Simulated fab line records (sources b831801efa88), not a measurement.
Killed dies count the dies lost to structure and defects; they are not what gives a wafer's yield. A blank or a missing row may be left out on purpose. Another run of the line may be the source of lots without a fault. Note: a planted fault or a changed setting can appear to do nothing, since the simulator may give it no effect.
2 desks looking at one fault    flow sky130    every desk sees just its own numbers, and what lay behind them comes last

== FROM THE METROLOGY DESK ==
What the gauges read, lot by lot, whatever tool the lot ran on: means of the sampled wafers that have a number. The brackets show how far a lot's mean lies from the usual mean; more than 4 standard deviations puts the lot out of limits, marked OUT.
Columns: A = LI_CONTACT_OVL at SKY_LI_CONTACT_OVL_MEAS_13, usual 2 nm; B = LOCAL_INTERCONNECT_TIN_RS at SKY_LOCAL_INTERCONNECT_RS_MEAS_01, usual 14.18 ohm/sq; C = LOCAL_INTERCONNECT_TIN_THK at SKY_LOCAL_INTERCONNECT_THK_MEAS_02, usual 98.4 nm
lot   first seen here  A   B      C
L341  day 29 21:20     -1  14.35  97.6
L342  day 30 01:34     3   14.32  97.4
L343  day 30 17:07     2   14.27  97.5
L346  day 31 13:56     -5  14.24  98.0
L344  day 31 14:52     1   14.05  99.0
L351  day 33 00:44     4   14.51  96.0
L360  day 36 02:58     0   13.86  100.3
L362  day 36 09:40     14  14.21  97.8
L361  day 36 16:59     3   14.22  98.0
L363  day 37 06:58     5   14.44  96.6
This desk's finding: nothing out of limits on any of the 10 lots.

== THE TOOL OWNER'S DESK: pvd sputter-03 ==
At SKY_LOCAL_INTERCONNECT_SPUTTER_00 (material TiN, target thk 100 nm, time 83.3 s) the tool's own readings: per lot run on this tool, the mean of the sampled wafers that have a number. The brackets show how far a lot's mean lies from the usual mean; more than 4 standard deviations puts the lot out of limits, marked OUT.
Columns: A = cathode dc power W at SKY_LOCAL_INTERCONNECT_SPUTTER_00, usual 6500.0 W; B = throttle valve pct at SKY_LOCAL_INTERCONNECT_SPUTTER_00, usual 29.9 %
lot   first seen here  A                         B
L344  day 31 16:04     6499.9                    29.1
L351  day 33 01:56     6351.9 (-99 or more) OUT  29.6
L361  day 36 18:11     6500.5                    30.6
L363  day 37 08:22     6500.3                    29.4
This desk's finding: out of limits on L351; first on L351, day 33 01:56 (cathode dc power W at SKY_LOCAL_INTERCONNECT_SPUTTER_00). In limits: L344, L361, L363.

== ALL TOGETHER ==
An alarm could have come from the tool owner's desk at day 33 01:56, on L351.
The metrology desk saw nothing out of limits.
The metrology desk holds a record of L351, inside its limits.
The lots listed all ran SKY_LOCAL_INTERCONNECT_SPUTTER_00 on pvd sputter-03.

== WHAT THE SIMULATOR PUT IN ==
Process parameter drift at SKY_LOCAL_INTERCONNECT_SPUTTER_00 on pvd sputter-03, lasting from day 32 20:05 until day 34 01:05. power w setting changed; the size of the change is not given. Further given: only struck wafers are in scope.
Struck lots among those shown: L351.
Hours from the fault's start to each desk's first reading out of limits: the tool owner's desk, 6.
